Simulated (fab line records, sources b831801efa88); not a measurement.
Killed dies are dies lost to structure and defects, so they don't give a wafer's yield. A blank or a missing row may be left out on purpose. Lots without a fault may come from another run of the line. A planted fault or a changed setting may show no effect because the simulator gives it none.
Which tool did it? | flow gf180mcu | 14 lots, 42 wafers sampled, at 5 steps of a route of 602

WHAT THE GAUGES READ, wafer by wafer
GF_HV_LDD_OVL_MEAS_20. Usual: HV_LDD_01_OVL -0.1 nm, standard deviation 1.6.
lot  | measured     | on         | HV_LDD_01_OVL (nm) | flag
L612 | day 10 22:52 | overlay-02 | 0.9 0.7 1.8        |
L613 | day 11 12:55 | overlay-02 | -1.4 3.2 -0.9      |
L614 | day 11 15:45 | overlay-02 | 0.1 -0.6 -1.7      |
L615 | day 11 20:35 | overlay-02 | -0.6 0.0 -0.7      |
L623 | day 14 07:05 | overlay-02 | -3.4 -3.2 -2.8     |
L624 | day 14 12:19 | overlay-01 | 0.4 -2.0 -0.9      |
L626 | day 15 05:11 | overlay-02 | 0.2 1.0 1.6        |
L627 | day 15 10:04 | overlay-01 | -1.5 -0.3 -1.6     |
L629 | day 16 04:22 | overlay-02 | -0.7 0.5 -1.1      |
L631 | day 16 18:12 | overlay-01 | 0.5 -2.0 -0.5      |
L632 | day 16 23:53 | overlay-02 | -1.9 0.4 -0.7      |
L633 | day 17 10:24 | overlay-02 | -1.0 1.7 -0.2      |
L634 | day 17 15:25 | overlay-02 | -0.9 -1.2 -1.8     |
L635 | day 17 20:22 | overlay-02 | 1.2 1.4 3.3        |

GF_HV_LDD_TW_MEAS_23. Usual: HV_LDD_2_TW 1061, standard deviation 9.6.
lot  | measured     | on            | HV_LDD_2_TW    | flag
L612 | day 10 23:09 | film_metro-04 | 1054 1051 1049 |
L613 | day 11 13:12 | film_metro-02 | 1057 1057 1066 |
L614 | day 11 16:02 | film_metro-04 | 1042 1050 1049 |
L615 | day 11 20:53 | film_metro-04 | 1045 1050 1048 |
L623 | day 14 07:23 | film_metro-03 | 1073 1073 1076 |
L624 | day 14 12:36 | film_metro-03 | 1072 1067 1071 |
L626 | day 15 05:28 | film_metro-02 | 1053 1058 1061 |
L627 | day 15 10:21 | film_metro-03 | 1071 1071 1072 |
L629 | day 16 04:39 | film_metro-02 | 1053 1056 1052 |
L631 | day 16 18:29 | film_metro-02 | 1049 1051 1053 |
L632 | day 17 00:10 | film_metro-02 | 1059 1058 1065 |
L633 | day 17 10:41 | film_metro-02 | 1056 1054 1057 |
L634 | day 17 15:42 | film_metro-04 | 1047 1046 1046 |
L635 | day 17 20:40 | film_metro-02 | 1058 1060 1061 |

GF_HV_LDD_RS_MEAS_53: measures by four-point-probe. Usual: HV_LDD_RS 418.2 ohm/sq, standard deviation 1.1.
lot  | measured     | on            | HV_LDD_RS (ohm/sq) | flag
L612 | day 12 14:10 | film_metro-04 | 416.7 417.6 418.2  |
L613 | day 13 04:56 | film_metro-03 | 418.6 419.5 418.8  |
L614 | day 13 08:13 | film_metro-03 | 418.2 416.9 417.8  |
L615 | day 13 12:44 | film_metro-04 | 418.2 418.8 418.0  |
L623 | day 16 04:04 | film_metro-03 | 372.9 373.6 373.0  | OFF
L624 | day 16 08:49 | film_metro-03 | 373.5 373.6 373.4  | OFF
L626 | day 17 02:52 | film_metro-02 | 419.5 419.3 419.5  |
L627 | day 17 08:17 | film_metro-04 | 417.4 417.6 417.8  |
L629 | day 18 03:41 | film_metro-02 | 420.4 420.1 419.6  |
L631 | day 18 18:31 | film_metro-03 | 418.7 419.9 418.6  |
L632 | day 18 23:51 | film_metro-04 | 416.3 416.9 417.1  |
L633 | day 19 11:24 | film_metro-02 | 420.0 418.9 418.6  |
L634 | day 19 16:58 | film_metro-04 | 417.9 417.7 417.6  |
L635 | day 19 22:13 | film_metro-04 | 416.5 415.7 417.4  |

WHICH TOOL RAN EACH LOT (tool, then ch and the chambers of the sampled wafers, then the start)
lot  | GF_HV_LDD_IMPLANT_34            | GF_HV_LDD_RTA_52
L612 | implanter-02 ch 0, day 11 18:03 | rtp_anneal-01 ch 0, day 12 14:06
L613 | implanter-04 ch 0, day 12 08:31 | rtp_anneal-02 ch 0, day 13 04:48
L614 | implanter-04 ch 0, day 12 11:23 | rtp_anneal-02 ch 0, day 13 08:05
L615 | implanter-02 ch 0, day 12 16:10 | rtp_anneal-02 ch 0, day 13 12:37
L623 | implanter-02 ch 0, day 15 05:09 | rtp_anneal-02 ch 0, day 16 03:58
L624 | implanter-02 ch 0, day 15 10:02 | rtp_anneal-01 ch 0, day 16 08:46
L626 | implanter-04 ch 0, day 16 03:35 | rtp_anneal-01 ch 0, day 17 02:49
L627 | implanter-01 ch 0, day 16 08:22 | rtp_anneal-02 ch 0, day 17 08:13
L629 | implanter-04 ch 0, day 17 03:17 | rtp_anneal-02 ch 0, day 18 03:33
L631 | implanter-01 ch 0, day 17 17:29 | rtp_anneal-02 ch 0, day 18 18:23
L632 | implanter-01 ch 0, day 17 22:50 | rtp_anneal-01 ch 0, day 18 23:47
L633 | implanter-04 ch 0, day 18 09:52 | rtp_anneal-02 ch 0, day 19 11:19
L634 | implanter-04 ch 0, day 18 15:52 | rtp_anneal-02 ch 0, day 19 16:53
L635 | implanter-02 ch 0, day 18 20:31 | rtp_anneal-01 ch 0, day 19 22:08
- GF_HV_LDD_IMPLANT_34
- GF_HV_LDD_RTA_52: time 10 s.

WHAT THE TOOLS THEMSELVES READ (means of the sampled wafers that have a number; where no wafer has one, the mark that the record gives instead)
GF_HV_LDD_IMPLANT_34. Usual: tilt_deg 30.000 degrees, standard deviation 0.02.
lot  | tool         | tilt_deg (degrees) | flag
L612 | implanter-02 | 29.987             |
L613 | implanter-04 | 29.993             |
L614 | implanter-04 | 29.964             |
L615 | implanter-02 | 29.988             |
L623 | implanter-02 | -0.021             | OFF
L624 | implanter-02 | -0.004             | OFF
L626 | implanter-04 | 29.992             |
L627 | implanter-01 | 29.996             |
L629 | implanter-04 | 30.000             |
L631 | implanter-01 | 30.026             |
L632 | implanter-01 | 30.021             |
L633 | implanter-04 | 30.028             |
L634 | implanter-04 | 30.016             |
L635 | implanter-02 | 30.005             |

GF_HV_LDD_RTA_52. Usual: lamp_power_pct 36 %, standard deviation 4.2; wafer_temp_C_max 1006.2, standard deviation 1.9.
lot  | tool          | lamp_power_pct (%) | wafer_temp_C_max | flag
L612 | rtp_anneal-01 | 29                 | 1004.4           |
L613 | rtp_anneal-02 | 38                 | 1006.1           |
L614 | rtp_anneal-02 | 38                 | 1007.3           |
L615 | rtp_anneal-02 | 38                 | 1006.5           |
L623 | rtp_anneal-02 | 38                 | 1007.3           |
L624 | rtp_anneal-01 | 29                 | 1004.8           |
L626 | rtp_anneal-01 | 29                 | 1002.7           |
L627 | rtp_anneal-02 | 38                 | 1006.6           |
L629 | rtp_anneal-02 | 38                 | 1006.5           |
L631 | rtp_anneal-02 | 38                 | 1006.6           |
L632 | rtp_anneal-01 | 29                 | 1004.5           |
L633 | rtp_anneal-02 | 38                 | 1008.7           |
L634 | rtp_anneal-02 | 38                 | 1007.1           |
L635 | rtp_anneal-01 | 29                 | 1003.9           |

THE ANSWER, worked out from the rows above alone
Rule: a lot is off if the mean of its wafers that have a number lies more than 3 standard deviations from the usual mean. A lot without any number at a reading at which 4 lots or more have one is off too. The other lots that the step has rows for count as sound. The gauges are gone through in route order, then the tools' own readings, and for those a lot's mean is taken as printed above. The first step at which some lot is off is used, and at that step the reading that is off furthest; a lot without a number counts as furthest.
Off: L623, L624, at GF_HV_LDD_RS_MEAS_53 (HV_LDD_RS).
A tool fits if, at a process step before that reading, it ran every lot that is off, and no sound lot after the first of them. The gauges at GF_HV_LDD_RS_MEAS_53 aren't tried: what is off there is off at GF_HV_LDD_IMPLANT_34 too, on other tools, and a gauge's error can't cause that. None of those tried fits.

WHAT THE SIMULATOR HAD PUT IN
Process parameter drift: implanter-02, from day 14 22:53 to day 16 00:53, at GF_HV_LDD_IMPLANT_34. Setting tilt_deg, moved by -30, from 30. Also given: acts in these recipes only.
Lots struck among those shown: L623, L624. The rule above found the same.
